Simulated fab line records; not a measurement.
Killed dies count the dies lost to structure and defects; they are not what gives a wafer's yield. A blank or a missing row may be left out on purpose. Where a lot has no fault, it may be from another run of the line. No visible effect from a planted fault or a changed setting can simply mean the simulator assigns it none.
Split-lot study :: flow sky130 :: route with 708 steps; 5 lots, 23 wafers read

## SPLIT DETAILS
At SKY_METAL4_SPUTTER_03 (material Ti, target thk 5 nm, time 3.3 s), the setting time-s was moved away from the recipe's 3.3 s on 8 of the 23 wafers read, by -4.6% to +13.2%. All remaining wafers had this setting at the recipe value.

The reading is taken at the split's own step.

## THE READING
Ti_of_METAL4_SPUTTER_03.thk-nm (the simulator's own value, which no gauge read), in nm, at SKY_METAL4_SPUTTER_03 (material Ti, target thk 5 nm, time 3.3 s). No usual value for it is given in the file. Here, 15 wafers ran the recipe; their average is 4.945 nm with a standard deviation of 0.093 nm.

wafer: L074.1
tool, chamber at the split: pvd-sputter-04, -
time-s as run, s: 3.3
against the recipe: recipe
Ti_of_METAL4_SPUTTER_03.thk-nm, nm: 4.834
against lot-mates on the recipe: -

wafer: L074.2
tool, chamber at the split: pvd-sputter-04, -
time-s as run, s: 3.3
against the recipe: recipe
Ti_of_METAL4_SPUTTER_03.thk-nm, nm: 4.94
against lot-mates on the recipe: -

wafer: L074.5
tool, chamber at the split: pvd-sputter-04, -
time-s as run, s: 3.3
against the recipe: recipe
Ti_of_METAL4_SPUTTER_03.thk-nm, nm: 4.821
against lot-mates on the recipe: -

wafer: L077.2
tool, chamber at the split: pvd-sputter-04, -
time-s as run, s: 3.719
against the recipe: +12.7%
Ti_of_METAL4_SPUTTER_03.thk-nm, nm: 5.632
against lot-mates on the recipe: +0.729

wafer: L077.3
tool, chamber at the split: pvd-sputter-04, -
time-s as run, s: 3.3
against the recipe: recipe
Ti_of_METAL4_SPUTTER_03.thk-nm, nm: 4.813
against lot-mates on the recipe: -

wafer: L077.4
tool, chamber at the split: pvd-sputter-04, -
time-s as run, s: 3.719
against the recipe: +12.7%
Ti_of_METAL4_SPUTTER_03.thk-nm, nm: 5.526
against lot-mates on the recipe: +0.623

wafer: L077.5
tool, chamber at the split: pvd-sputter-04, -
time-s as run, s: 3.719
against the recipe: +12.7%
Ti_of_METAL4_SPUTTER_03.thk-nm, nm: 5.41
against lot-mates on the recipe: +0.508

wafer: L077.6
tool, chamber at the split: pvd-sputter-04, -
time-s as run, s: 3.3
against the recipe: recipe
Ti_of_METAL4_SPUTTER_03.thk-nm, nm: 4.992
against lot-mates on the recipe: -

wafer: L078.1
tool, chamber at the split: pvd-sputter-04, -
time-s as run, s: 3.734
against the recipe: +13.2%
Ti_of_METAL4_SPUTTER_03.thk-nm, nm: 5.575
against lot-mates on the recipe: +0.491

wafer: L078.3
tool, chamber at the split: pvd-sputter-04, -
time-s as run, s: 3.734
against the recipe: +13.2%
Ti_of_METAL4_SPUTTER_03.thk-nm, nm: 5.627
against lot-mates on the recipe: +0.543

wafer: L078.4
tool, chamber at the split: pvd-sputter-04, -
time-s as run, s: 3.3
against the recipe: recipe
Ti_of_METAL4_SPUTTER_03.thk-nm, nm: 5.057
against lot-mates on the recipe: -

wafer: L078.5
tool, chamber at the split: pvd-sputter-04, -
time-s as run, s: 3.3
against the recipe: recipe
Ti_of_METAL4_SPUTTER_03.thk-nm, nm: 5.11
against lot-mates on the recipe: -

wafer: L078.6
tool, chamber at the split: pvd-sputter-04, -
time-s as run, s: 3.734
against the recipe: +13.2%
Ti_of_METAL4_SPUTTER_03.thk-nm, nm: 5.628
against lot-mates on the recipe: +0.544

wafer: L080.1
tool, chamber at the split: pvd-sputter-01, -
time-s as run, s: 3.149
against the recipe: -4.6%
Ti_of_METAL4_SPUTTER_03.thk-nm, nm: 4.615
against lot-mates on the recipe: -0.312

wafer: L080.2
tool, chamber at the split: pvd-sputter-01, -
time-s as run, s: 3.3
against the recipe: recipe
Ti_of_METAL4_SPUTTER_03.thk-nm, nm: 4.901
against lot-mates on the recipe: -

wafer: L080.3
tool, chamber at the split: pvd-sputter-01, -
time-s as run, s: 3.149
against the recipe: -4.6%
Ti_of_METAL4_SPUTTER_03.thk-nm, nm: 4.619
against lot-mates on the recipe: -0.308

wafer: L080.5
tool, chamber at the split: pvd-sputter-01, -
time-s as run, s: 3.3
against the recipe: recipe
Ti_of_METAL4_SPUTTER_03.thk-nm, nm: 4.945
against lot-mates on the recipe: -

wafer: L080.6
tool, chamber at the split: pvd-sputter-01, -
time-s as run, s: 3.3
against the recipe: recipe
Ti_of_METAL4_SPUTTER_03.thk-nm, nm: 4.935
against lot-mates on the recipe: -

wafer: L084.1
tool, chamber at the split: pvd-sputter-01, -
time-s as run, s: 3.3
against the recipe: recipe
Ti_of_METAL4_SPUTTER_03.thk-nm, nm: 5.105
against lot-mates on the recipe: -

wafer: L084.2
tool, chamber at the split: pvd-sputter-01, -
time-s as run, s: 3.3
against the recipe: recipe
Ti_of_METAL4_SPUTTER_03.thk-nm, nm: 4.876
against lot-mates on the recipe: -

wafer: L084.3
tool, chamber at the split: pvd-sputter-01, -
time-s as run, s: 3.3
against the recipe: recipe
Ti_of_METAL4_SPUTTER_03.thk-nm, nm: 5.024
against lot-mates on the recipe: -

wafer: L084.4
tool, chamber at the split: pvd-sputter-01, -
time-s as run, s: 3.3
against the recipe: recipe
Ti_of_METAL4_SPUTTER_03.thk-nm, nm: 4.92
against lot-mates on the recipe: -

wafer: L084.6
tool, chamber at the split: pvd-sputter-01, -
time-s as run, s: 3.3
against the recipe: recipe
Ti_of_METAL4_SPUTTER_03.thk-nm, nm: 4.9
against lot-mates on the recipe: -

FIT RESULTS
A straight line over all 23 wafers: Ti_of_METAL4_SPUTTER_03.thk-nm changes by +0.0501 nm for each +1% of time-s; r = +0.96; the points scatter about the line by 0.092 nm.
The same after taking each lot's own level away (the mean of its wafers on the recipe; 23 wafers): +0.0462 nm for each +1%; r = +0.97; scatter 0.078 nm.
The reading moves by 0.61 nm for the largest change in time-s, on that fit.
From 4.8650 to 5.0835 nm: that is the span of the lots' own levels, equal to 2.4 times the standard deviation above.
The two slopes are in agreement: the lot-to-lot level therefore moves the slope only a little.
Check: for one of the wafers moved furthest among these (+13.2%), held out of the fit, the line's prediction against its lot-mates is +0.613 nm. Against them it came out at +0.491 nm.

## THESE WAFERS: OTHER SPLITS
Other splits were also applied to these wafers ahead of the reading. Each is held against what the fit with the lots' levels taken away leaves over:
other split on the same wafers: SKY_VIA2_ETCH_15 source-w
wafers away from the commonest value: 8
r with Ti_of_METAL4_SPUTTER_03.thk-nm (lot level and that fit taken away): +0.25

other split on the same wafers: SKY_CAPM_SPUTTER_02 power-w
wafers away from the commonest value: 9
r with Ti_of_METAL4_SPUTTER_03.thk-nm (lot level and that fit taken away): +0.39

other split on the same wafers: SKY_CAPM_METAL_ETCH_13 time-s
wafers away from the commonest value: 8
r with Ti_of_METAL4_SPUTTER_03.thk-nm (lot level and that fit taken away): -0.22

other split on the same wafers: SKY_METAL3_COAT_08 resist-thk-nm
wafers away from the commonest value: 8
r with Ti_of_METAL4_SPUTTER_03.thk-nm (lot level and that fit taken away): +0.05

other split on the same wafers: SKY_METAL3_METAL_ETCH_18 icp-w
wafers away from the commonest value: 7
r with Ti_of_METAL4_SPUTTER_03.thk-nm (lot level and that fit taken away): +0.17

## THE FILE'S OWN FIT
Ti_of_METAL4_SPUTTER_03.thk-nm changes by +0.0457 nm for each +1% of time-s, r = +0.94.
